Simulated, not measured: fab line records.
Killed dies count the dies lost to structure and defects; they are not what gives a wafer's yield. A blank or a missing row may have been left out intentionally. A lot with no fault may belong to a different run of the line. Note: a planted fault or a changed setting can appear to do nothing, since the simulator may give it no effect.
Struck lot and sound lot, side by side || flow sky130 || 15 out of 708 route steps
Sound: these wafers, L386.2, L386.3, L386.4. Wafers L401.1, L401.3, L401.6 were the ones struck. The cause is given at the end.
For every step that has rows: the tool of each side, followed by ch and its chambers, followed by its first start. Under that, the readings that differ: sound wafers || struck wafers || difference of the means || sigmas: that difference in standard deviations of wafers without a fault.
alike: readings whose means differ by less than 2 such deviations, and words and numbers that are the same on both sides. not compared: withheld readings, readings that some wafer has no value for, bounds like >300 that may hide the same value, and numbers for which the record gives no deviation and whose values overlap.
A row with sigmas, a row that says differs or no value, or rows on one side alone: a step with any of these is where the two part. Numbers that have no deviation but don't overlap get no sigmas and don't part them. A reading that every wafer of one side lacks parts them only if that side has two wafers or more.

first, 5 steps without rows for these wafers: SKY_SONOS_TUNNEL_COAT_02 (resist thk 1140 nm); SKY_SONOS_TUNNEL_SOFTBAKE_03 (time 60 s); SKY_SONOS_TUNNEL_EXPOSE_04 (exposes mask TUNM, target cd 410 nm); SKY_SONOS_TUNNEL_PEB_05; SKY_SONOS_TUNNEL_DEVELOP_06 (develop time 60 s).
SKY_SONOS_TUNNEL_CD_MEAS_07: the cd target is 410 nm.
  sound on cd_sem-02, day 11 20:29; struck on cd_sem-01, day 17 01:33
  alike: cd_nm
SKY_SONOS_TUNNEL_OVL_MEAS_08:
  sound on overlay-02, day 11 20:35; struck on overlay-02, day 17 01:40
  alike: SONOS_TUNNEL_OVL
then, 3 steps without rows for these wafers: SKY_SONOS_TUNNEL_IMPLANT_09; SKY_SONOS_TUNNEL_WET_ETCH_10 (etches SiO2 in dHF, target depth 14 nm, time 280 s); SKY_SONOS_TUNNEL_STRIP_11 (strips in SPM, time 600 s).
SKY_SONOS_TUNNEL_TW_MEAS_12:
  sound on film_metro-02, day 11 21:02; struck on film_metro-01, day 17 02:17
  alike: SONOS_TUNNEL_TW
then, 1 step without rows for these wafers: SKY_SONOS_TUNNEL_CLEAN_13 (cleans in dHF, time 20 s).
SKY_SONOS_ONO_OXIDATION_00: stabilise 600 s, purge 300 s, target thk 2.6 nm.
  sound on furnace-02 ch 0, day 11 21:26; struck on furnace-02 ch 0, day 17 04:13
{"reading": "model.SiO2_of_SONOS_ONO_OXIDATION_00.thk_nm (nm)", "sound": "2.513 2.52 2.49", "struck": "2.9 2.946 2.864", "difference": "+0.4", "sigmas": ""}
  alike: zone_power_top_pct, zone_power_upper_pct
SKY_SONOS_ONO_THK_MEAS_01:
  sound on film_metro-03, day 11 22:47; struck on film_metro-04, day 17 05:47
{"reading": "SONOS_ONO_OXIDATION_THK (nm)", "sound": "2.54 2.51 2.51", "struck": "2.95 2.93 2.89", "difference": "+0.40", "sigmas": "+7"}
  not compared: hold
-- the record jumps here: 33 days lie between the struck wafers' starts before and after (it left off in module SONOS_ONO and takes up again in module PAD_OPEN, whose first step shown is number 708 of the route) --
SKY_PAD_OPEN_PROBE_99:
  sound on prober-01, day 46 04:11; struck on prober-02, day 50 00:44
{"reading": "model.etest.cap_ono.gate_log10_a_cm2", "sound": "-7.79 -7.803 -7.797", "struck": "-8.166 -8.512 -8.373", "difference": -0.554, "sigmas": ""}
{"reading": "model.etest.cap_ono.tox_acc_nm (nm)", "sound": "12.77 12.76 12.78", "struck": "13.07 13.33 13.27", "difference": "+0.45", "sigmas": ""}
{"reading": "model.etest.sonos_erased.vt_v (V)", "sound": "-2.39 -2.391 -2.386", "struck": "-2.094 -1.887 -2.003", "difference": "+0.394", "sigmas": ""}
{"reading": "model.etest.sonos_baked.vt_less_v (V)", "sound": "-0.5535 -0.5747 -0.6018", "struck": "-0.4612 -0.4059 -0.3998", "difference": "+0.1544", "sigmas": ""}
  alike: killed_at_M0_to_M3, killed_at_M4_up, killed_at_contacts, killed_at_front_end, killed_at_other, killed_dies, killed_open, killed_short

== WHERE THEY PART ==
Within this record, at SKY_SONOS_ONO_THK_MEAS_01 only. Later steps at which nothing parts them and some readings are alike: SKY_PAD_OPEN_PROBE_99.

WHY: whatever the simulator had introduced
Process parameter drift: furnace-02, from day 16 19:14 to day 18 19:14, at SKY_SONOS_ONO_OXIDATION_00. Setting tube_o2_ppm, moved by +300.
